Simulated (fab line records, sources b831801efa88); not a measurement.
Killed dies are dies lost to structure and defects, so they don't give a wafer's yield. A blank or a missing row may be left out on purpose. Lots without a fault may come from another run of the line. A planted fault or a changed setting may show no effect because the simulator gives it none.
fab line records | flow gf180mcu
record lots=14 wafers=42 last_day=34
route steps=602 shown V3@443 M4@472 V4@492
lots that met no fault: from a run of the same line without faults
start_h: hours from the record's first day to the start of the lot's first wafer shown | wait_h: hours since the lot's step before | " the same as in the row above | L1.1+2: a row that stands for several wafers | - no value, or no start given | * or withheld: withheld | < > ~ a bound
route shown NAME@n: a module of which the file shows steps, and the number in the route of the first | usual: mean/standard deviation of fault-free wafers | same: alike in all rows | chamber/n: place in a boat | sites: the reading at each site | _std_site: their standard deviation | _edge_site: outer sites' mean less inner sites' | radius_mm: how far each site lies from the wafer's centre | mask NAME#n: copy n | behind: the tool/chamber that last shaped the wafer | hold: why the lot was held/for how many hours/how that ended | device: the transistor (n, p or np) that didn't switch | end of line: the same wafers' tests at the end of the route | a step without rows: its recipe alone | killed: dies lost to structure and defects at the first sort, not the wafer's yield | map: a wafer's dies, x killed, . not, _ none there
set.NAME: the setting as run; set.NAME@STEP: as run at that earlier step | model.NAME: the simulator's own value behind a step, which no gauge read
steps of the route over a sample of lots; a table a step, a row a wafer
services: from which hour (start_h, from the record's first day; less than 0 if before it) a tool's chamber was out of use, for how many hours, and why
## steps
# step GF_V3_CD_MEAS_14
# recipe target_cd_nm=260
# usual cd_nm=260.0/1.1
# columns lot.wafer tool chamber start_h wait_h cd_nm
L985.1 cd_sem-01 - 511.47 0.1 259.5
L985.2 " - " " 259.5
L985.3 " - " " 259.9
L987.2 cd_sem-01 - 529.79 0.1 260.6
L987.5 " - " " 260.9
L987.6 " - " " 260.0
L989.2 cd_sem-02 - 548.02 0.1 260.1
L989.5 " - " " 260.0
L989.6 " - " " 260.1
L990.1 cd_sem-01 - 559.22 0.1 258.9
L990.3 " - " " 259.7
L990.6 " - " " 260.2
L991.2 cd_sem-02 - 565.89 0.1 260.4
L991.3 " - " " 259.4
L991.4 " - " " 260.2
L992.2 cd_sem-01 - 577.74 0.1 261.0
L992.3 " - " " 262.0
L992.6 " - " " 261.1
L994.3 cd_sem-01 - 591.36 0.1 261.2
L994.5 " - " " 260.4
L994.6 " - " " 260.0
L995.2 cd_sem-01 - 602.79 0.1 259.5
L995.3 " - " " 258.9
L995.5 " - " " 259.0
L996.1 cd_sem-01 - 609.67 0.1 259.5
L996.2 " - " " 261.2
L996.5 " - " " 260.3
L997.3 cd_sem-01 - 617.56 0.1 259.3
L997.4 " - " " 258.1
L997.6 " - " " 257.7
L998.1 cd_sem-02 - 623.77 0.1 260.2
L998.3 " - " " 258.8
L998.4 " - " " 260.7
L105.2 cd_sem-02 - 672.62 0.1 258.0
L105.3 " - " " 258.9
L105.4 " - " " 258.2
L107.1 cd_sem-02 - 679.10 0.1 262.4
L107.4 " - " " 261.5
L107.6 " - " " 262.2
L108.2 cd_sem-01 - 689.27 0.1 260.1
L108.4 " - " " 259.7
L108.5 " - " " 260.0
# step GF_V3_THK_MEAS_25
# recipe thk_meas_gauge=xrf reads=W_of_V3_CVD_23
# usual V3_W_THK=343/5.2
# columns lot.wafer tool chamber start_h wait_h V3_W_THK[nm]
L985.1 film_metro-02 - 512.71 0.1 337
L985.2 " - " " 342
L985.3 " - " " 340
L987.2 film_metro-01 - 530.93 0.1 341
L987.5 " - " " 343
L987.6 " - " " 340
L989.2 film_metro-02 - 549.20 0.1 346
L989.5 " - " " 350
L989.6 " - " " 345
L990.1 film_metro-02 - 560.41 0.1 331
L990.3 " - " " 334
L990.6 " - " " 340
L991.2 film_metro-02 - 567.17 0.1 342
L991.3 " - " " 338
L991.4 " - " " 337
L992.2 film_metro-02 - 578.97 0.1 335
L992.3 " - " " 334
L992.6 " - " " 336
L994.3 film_metro-04 - 592.50 0.1 343
L994.5 " - " " 339
L994.6 " - " " 346
L995.2 film_metro-01 - 603.93 0.1 339
L995.3 " - " " 338
L995.5 " - " " 341
L996.1 film_metro-02 - 610.82 0.1 349
L996.2 " - " " 348
L996.5 " - " " 345
L997.3 film_metro-02 - 618.69 0.1 342
L997.4 " - " " 337
L997.6 " - " " 340
L998.1 film_metro-04 - 624.95 0.1 340
L998.3 " - " " 335
L998.4 " - " " 341
L105.2 film_metro-02 - 673.76 0.1 343
L105.3 " - " " 341
L105.4 " - " " 345
L107.1 film_metro-04 - 680.25 0.1 342
L107.4 " - " " 342
L107.6 " - " " 342
L108.2 film_metro-01 - 690.41 0.1 347
L108.4 " - " " 344
L108.5 " - " " 347
# step GF_M4_METAL_ETCH_16
# recipe chemistry=Cl2/BCl3 mask_material=KrF target_depth_nm=750.8 stop_on=SiO2 pressure_mtorr=8 icp_w=800 bias_w=140 Cl2_flow_sccm=80 bcl3_flow_sccm=40 time_s=125.1
# usual drypump_motor_current_A=5.74/0.3 oes_product_au=0.992/0.0051 throttle_valve_pct=28.227/0.0091
# columns lot.wafer tool chamber start_h wait_h drypump_motor_current_A oes_product_au rf_hours_counter_h throttle_valve_pct
L985.1 rie_metal-02 0 536.26 0.0 5.43 0.999 3 28.211
L985.2 " 0 " " 5.43 0.984 - 28.228
L985.3 " 0 " " 5.38 0.986 - 28.232
L987.2 rie_metal-02 1 553.57 0.0 6.04 1.000 0 28.222
L987.5 " 1 " " 6.05 0.988 - 28.206
L987.6 " 0 " " 5.48 0.995 - 28.243
L989.2 rie_metal-01 0 572.27 0.0 5.53 0.992 11 28.225
L989.5 " 0 " " 5.53 0.989 - 28.238
L989.6 " 1 " " 6.02 0.983 - 28.223
L990.1 rie_metal-02 1 582.72 0.0 6.02 0.990 1 28.235
L990.3 " 1 " " 6.01 0.993 - 28.224
L990.6 " 1 " " 6.00 0.992 - 28.229
L991.2 rie_metal-01 0 588.92 0.0 5.55 0.989 12 28.230
L991.3 " 0 " " 5.53 0.989 - 28.229
L991.4 " 1 " " 5.98 0.992 - 28.240
L992.2 rie_metal-01 0 601.26 0.0 5.54 0.986 12 28.222
L992.3 " 1 " " 6.02 0.984 - 28.234
L992.6 " 0 " " 5.54 0.986 - 28.229
L994.3 rie_metal-02 1 613.47 0.1 6.02 0.990 - 28.217
L994.5 " 0 " " 5.39 0.991 - 28.231
L994.6 " 1 " " 6.02 1.000 - 28.229
L995.2 rie_metal-04 1 626.30 0.0 5.56 0.993 11 28.229
L995.3 " 0 " " 6.19 0.995 - 28.235
L995.5 " 0 " " 6.20 0.992 - 28.215
L996.1 rie_metal-04 0 631.81 0.0 6.15 0.990 13 28.228
L996.2 " 1 " " 5.59 0.998 11 28.234
L996.5 " 1 " " 5.60 0.997 - 28.231
L997.3 rie_metal-02 1 639.47 0.1 6.03 0.994 - 28.211
L997.4 " 0 " " 5.39 0.792 - 28.446
L997.6 " 0 " " 5.43 0.802 - 28.438
L998.1 rie_metal-02 0 645.52 0.0 5.46 0.809 7 28.443
L998.3 " 0 " " 5.42 0.798 - 28.417
L998.4 " 1 " " 6.01 0.991 - 28.225
L105.2 rie_metal-01 0 693.22 0.1 5.52 0.997 - 28.228
L105.3 " 0 " " 5.54 0.989 - 28.226
L105.4 " 0 " " 5.52 0.993 - 28.225
L107.1 rie_metal-02 0 699.32 0.0 5.39 0.984 9 28.232
L107.4 " 1 " " 6.03 0.997 - 28.219
L107.6 " 0 " " 5.40 0.995 - 28.223
L108.2 rie_metal-04 0 709.42 0.0 6.18 0.996 2 28.239
L108.4 " 0 " " 6.19 0.992 - 28.232
L108.5 " 0 " " 6.19 0.996 - 28.225
# step GF_M4_STRIP_17
# recipe chemistry=O2/N2 power_w=1400 pressure_mtorr=1500 platen_temp_c=250 o2_flow_sccm=3000 n2_flow_sccm=300 overash_fraction=0.5
# usual drypump_motor_current_A=5.53/0.3 heater_power_w=322/21 oes_product_au=0.537/0.005 strip_time_to_endpoint_s=7.37/0.043
# columns lot.wafer tool chamber start_h wait_h drypump_motor_current_A heater_power_w oes_product_au rf_hours_counter_h strip_time_to_endpoint_s
L985.1 plasma_asher-01 1 536.52 0.2 5.61 301 0.530 88 7.39
L985.2 " 0 " " 6.02 317 0.534 88 7.40
L985.3 " 1 " " 5.59 309 0.538 - 7.43
L987.2 plasma_asher-01 1 553.70 0.1 5.61 304 0.537 89 7.35
L987.5 " 0 " " 5.98 317 0.529 - 7.34
L987.6 " 1 " " 5.60 309 0.539 - 7.37
L989.2 plasma_asher-04 0 572.40 0.1 5.33 303 0.537 80 7.37
L989.5 " 1 " " 5.26 312 0.534 - 7.38
L989.6 " 0 " " 5.29 303 0.540 - 7.35
L990.1 plasma_asher-04 0 582.85 0.1 5.33 302 0.537 81 7.36
L990.3 " 0 " " 5.32 312 0.540 - 7.40
L990.6 " 1 " " 5.22 325 0.537 - 7.38
L991.2 plasma_asher-04 0 589.05 0.1 5.33 316 0.535 81 7.40
L991.3 " 0 " " 5.30 316 0.540 - 7.40
L991.4 " 1 " " 5.19 325 0.533 - 7.41
L992.2 plasma_asher-04 0 601.39 0.1 5.33 307 0.531 83 7.40
L992.3 " 1 " " 5.25 327 0.537 - 7.38
L992.6 " 1 " " 5.24 322 0.531 - 7.39
L994.3 plasma_asher-04 0 613.59 0.1 5.33 319 0.528 - 7.30
L994.5 " 0 " " 5.31 313 0.542 - 7.35
L994.6 " 1 " " 5.23 325 0.535 - 7.29
L995.2 plasma_asher-03 0 626.43 0.1 5.57 319 0.540 20 7.36
L995.3 " 0 " " 5.56 313 0.531 - 7.35
L995.5 " 0 " " 5.62 316 0.534 - 7.34
L996.1 plasma_asher-04 1 631.94 0.1 5.22 317 0.541 86 7.37
L996.2 " 0 " " 5.33 309 0.531 86 7.33
L996.5 " 0 " " 5.34 313 0.524 - 7.35
L997.3 plasma_asher-04 1 639.59 0.1 5.22 314 0.542 - 7.30
L997.4 " 0 " " 5.33 312 0.577 - 8.31
L997.6 " 1 " " 5.21 318 0.579 - 8.28
L998.1 plasma_asher-03 0 645.64 0.1 5.53 317 0.568 22 8.27
L998.3 " 0 " " 5.50 308 0.579 - 8.30
L998.4 " 1 " " 5.97 373 0.539 - 7.30
L105.2 plasma_asher-04 1 693.43 0.2 5.25 325 0.536 92 7.39
L105.3 " 0 " " 5.31 305 0.531 - 7.36
L105.4 " 1 " " 5.24 327 0.539 - 7.38
L107.1 plasma_asher-01 0 699.45 0.1 6.04 316 0.540 105 7.43
L107.4 " 0 " " 6.01 314 0.540 - 7.37
L107.6 " 1 " " 5.58 307 0.541 - 7.40
L108.2 plasma_asher-04 1 709.55 0.1 5.22 325 0.544 94 7.41
L108.4 " 0 " " 5.32 314 0.535 - 7.39
L108.5 " 0 " " 5.32 305 0.547 - 7.48
# step GF_V4_ETCH_16
# recipe chemistry=N2/H2 target_depth_a=withheld overetch_a=withheld time_s=withheld target=BARC ion_energy_ev=200 source_w=500 bias_w=100 pressure_mtorr=30 n2_flow_sccm=100 h2_flow_sccm=200
# usual drypump_motor_current_A=5.7/0.42 oes_product_au=0.854/0.0048 throttle_valve_pct=13.226/0.0089
# columns lot.wafer tool chamber start_h wait_h drypump_motor_current_A oes_product_au throttle_valve_pct
L985.1 rie_diel-04 3 560.46 0.0 5.8 0.856 13.223
L985.2 " 2 " " 6.6 0.855 13.216
L985.3 " 1 " " 5.4 0.843 13.225
L987.2 rie_diel-02 2 577.62 0.0 5.5 0.850 13.225
L987.5 " 3 " " 5.8 0.844 13.216
L987.6 " 0 " " 6.1 0.856 13.222
L989.2 rie_diel-01 0 595.46 0.0 5.6 0.860 13.222
L989.5 " 3 " " 5.7 0.857 13.214
L989.6 " 2 " " 6.0 0.857 13.232
L990.1 rie_diel-04 3 605.76 0.0 5.8 0.858 13.231
L990.3 " 1 " " 5.4 0.857 13.237
L990.6 " 3 " " 5.8 0.858 13.218
L991.2 rie_diel-04 3 611.57 0.0 5.8 0.860 13.232
L991.3 " 1 " " 5.4 0.867 13.231
L991.4 " 0 " " 5.3 0.857 13.235
L992.2 rie_diel-04 2 623.46 0.0 6.6 0.859 13.234
L992.3 " 3 " " 5.8 0.857 13.231
L992.6 " 1 " " 5.5 0.849 13.230
L994.3 rie_diel-04 3 635.27 0.0 5.8 0.852 13.233
L994.5 " 2 " " 6.6 0.858 13.223
L994.6 " 3 " " 5.8 0.858 13.220
L995.2 rie_diel-01 2 647.92 0.0 6.0 0.860 13.237
L995.3 " 0 " " 5.6 0.859 13.222
L995.5 " 1 " " 5.0 0.855 13.217
L996.1 rie_diel-01 0 653.41 0.0 5.6 0.855 13.241
L996.2 " 2 " " 6.0 0.855 13.217
L996.5 " 3 " " 5.7 0.851 13.214
L997.3 rie_diel-02 3 660.37 0.0 5.8 0.854 13.211
L998.4 rie_diel-04 0 666.46 0.0 5.3 0.864 13.231
L105.2 rie_diel-01 2 712.96 0.0 6.0 0.844 13.237
L105.3 " 1 " " 5.0 0.847 13.226
L105.4 " 0 " " 5.6 0.863 13.222
L107.1 rie_diel-04 0 718.42 0.0 5.3 0.848 13.226
L107.4 " 3 " " 5.7 0.857 13.228
L107.6 " 2 " " 6.6 0.850 13.229
L108.2 rie_diel-01 1 728.52 0.0 5.0 0.858 13.214
L108.4 " 0 " " 5.6 0.855 13.222
L108.5 " 1 " " 5.0 0.858 13.208
## services
# columns tool chamber start_h hours kind
rie_metal-02 1 518.52 - clean
rie_metal-02 1 518.52 24.6 scheduled_down
rie_metal-02 1 518.52 24.6 vent_cycle
rie_diel-02 2 528.95 28.4 repair
plasma_asher-01 - 543.85 2.8 pm
rie_diel-02 2 557.65 5.4 repair
plasma_asher-04 - 560.38 3.5 repair
rie_diel-01 1 569.79 3.6 repair
rie_diel-01 1 573.43 - clean
rie_diel-01 1 573.43 15.4 scheduled_down
rie_diel-01 1 573.43 15.4 vent_cycle
rie_diel-01 2 584.55 4.8 repair
rie_metal-02 0 591.79 14.2 repair
rie_metal-02 1 597.07 7.6 repair
rie_metal-04 - 597.80 15.6 pm
rie_diel-01 2 622.74 - clean
rie_diel-01 2 622.74 19.2 scheduled_down
rie_diel-01 - 642.15 0.3 repair
rie_diel-02 0 654.67 14.8 repair
rie_metal-01 - 665.92 14.6 pm
rie_diel-04 1 671.21 17.2 repair
rie_metal-01 - 680.52 1.4 pm
rie_diel-01 3 711.63 1.2 repair
rie_diel-04 2 722.70 1.9 repair
## key
first_sign step=GF_M4_METAL_ETCH_16 reading=oes_product_au direction=down sigmas=37 usual=0.992 struck=0.800
effect step=GF_M4_METAL_ETCH_16 reading=throttle_valve_pct direction=up sigmas=23 usual=28.227 struck=28.436
effect step=GF_M4_STRIP_17 reading=strip_time_to_endpoint_s direction=up sigmas=21 usual=* struck=*
met_at GF_M4_METAL_ETCH_16
struck_lots L997,L998
struck_wafers L997.4,L997.6,L998.1,L998.3
later_rows_left_out L997.4,L997.6,L998.1,L998.3
sort_left_out L997.4,L997.6,L998.1,L998.3
not_acting_at GF_V3_CD_MEAS_14,GF_V3_THK_MEAS_25,GF_V4_ETCH_16
onset_between 613.47 639.47
fault kind=process_parameter_drift tool=rie_metal-02 chamber=0 onset_h=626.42 steps=GF_M4_METAL_ETCH_16 channel=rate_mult offset=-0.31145 shape=step end_h=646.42
# sort_left_out: the simulated sort isn't trusted on such a fault, so these wafers' sort isn't shown, and their yield isn't known
# later_rows_left_out: the simulator's readings of these wafers behind a module that went badly wrong aren't trusted and aren't shown, but for the sort
